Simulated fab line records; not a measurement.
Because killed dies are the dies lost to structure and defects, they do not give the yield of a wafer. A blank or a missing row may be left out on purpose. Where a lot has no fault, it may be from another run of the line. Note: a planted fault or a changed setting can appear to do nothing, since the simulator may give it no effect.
Struck lot and sound lot, side by side | flow sky130 | 15 steps out of a route of 708
Sound: these wafers, L259.4, L259.5, L259.6. Struck: wafers L274.2, L274.4. (L274.1 of the same lot was not struck and is left out.) The cause comes at the end.
For every step that has rows: the tool of each side, followed by ch and its chambers, followed by its first start. Under that, the readings that differ: sound wafers | struck wafers | difference of the means | sigmas: that difference in standard deviations of wafers without a fault.
alike: readings with means less than 2 such deviations apart, plus words and numbers identical on both sides. not compared: withheld readings, readings lacking a value on some wafer, bounds such as >300 that could conceal the same value, and numbers that have no deviation in the record and whose values overlap.
Wherever a step has rows on one side only, a row that says differs or no value, or a row with sigmas, the two part there. Numbers that have no deviation but don't overlap get no sigmas and don't part them. A reading that every wafer of one side lacks parts them only if that side has two wafers or more.

first, 5 steps without rows for these wafers: SKY_VIA4_STRIP_13 (strips in O2/N2); SKY_VIA4_STRIP_14 (strips in post etch residue remover, time 1200 s); SKY_VIA4_CLEAN_15 (cleans in IPA, time 180 s); SKY_VIA4_CLEAN_16 (cleans in O3/DIW); SKY_VIA4_SPUTTER_17 (material TiN, target thk 20 nm, time 80 s).
SKY_VIA4_CVD_18: deposits W, target thk 505 nm, time 152.14 s.
  sound on cvd w-02 ch 0,1, day 44 05:08; struck on cvd w-01 ch 0, day 47 21:34
  alike: chamber pressure Torr, heater power w
  not compared: since wet clean h
SKY_VIA4_RS_MEAS_19: uses a four-point probe to measure.
  struck on film metro-04, day 47 21:43; sound on film metro-04, day 44 05:17
  alike: VIA4_W_RS
SKY_VIA4_THK_MEAS_20: measures by xrf.
  struck on film metro-04, day 47 21:50; sound on film metro-04, day 44 05:23
  alike: VIA4_W_THK
SKY_VIA4_CMP_21: polishes, stops on SiO2, t overpolish 25 s, target thk 0 nm.
  sound on cmp-02 ch 0,1, day 44 05:25; struck on cmp-01 ch 0,3, day 47 21:56
  alike: motor current A, overpolish run s, slurry filter dp kPa, time to endpoint s
then, 1 step without rows for these wafers: SKY_METAL5_SPUTTER_00 (material Ti, target thk 15 nm, time 10 s).
SKY_METAL5_SPUTTER_01: material TiN, target thk 20 nm, time 16.7 s.
  struck on pvd sputter-02, day 47 22:13; sound on pvd sputter-03, day 44 05:44
  alike: throttle valve pct
SKY_METAL5_SPUTTER_02: material AlCu, target thk 1150 nm, time 61.2 s.
  struck on pvd sputter-02, day 47 22:14; sound on pvd sputter-03, day 44 05:47
  alike: throttle valve pct
SKY_METAL5_SPUTTER_03: material Ti, target thk 5 nm, time 3.3 s.
  struck on pvd sputter-02, day 47 22:17; sound on pvd sputter-03, day 44 05:49
  reading                                   | sound             | struck      | difference | sigmas
  model.Ti_of_METAL5_SPUTTER_03.thk nm (nm) | 5.022 4.738 4.832 | 6.455 6.554 | +1.641     |
  alike: throttle valve pct
SKY_METAL5_SPUTTER_04: material TiN, target thk 70 nm, time 58.3 s.
  struck on pvd sputter-02, day 47 22:19; sound on pvd sputter-03, day 44 05:51
  alike: throttle valve pct
following that, these wafers have no rows for 1 step: SKY_PAD_OPEN_PROBE_99.

== WHERE THEY PART ==
Nowhere in this record.

WHY: whatever the simulator had introduced
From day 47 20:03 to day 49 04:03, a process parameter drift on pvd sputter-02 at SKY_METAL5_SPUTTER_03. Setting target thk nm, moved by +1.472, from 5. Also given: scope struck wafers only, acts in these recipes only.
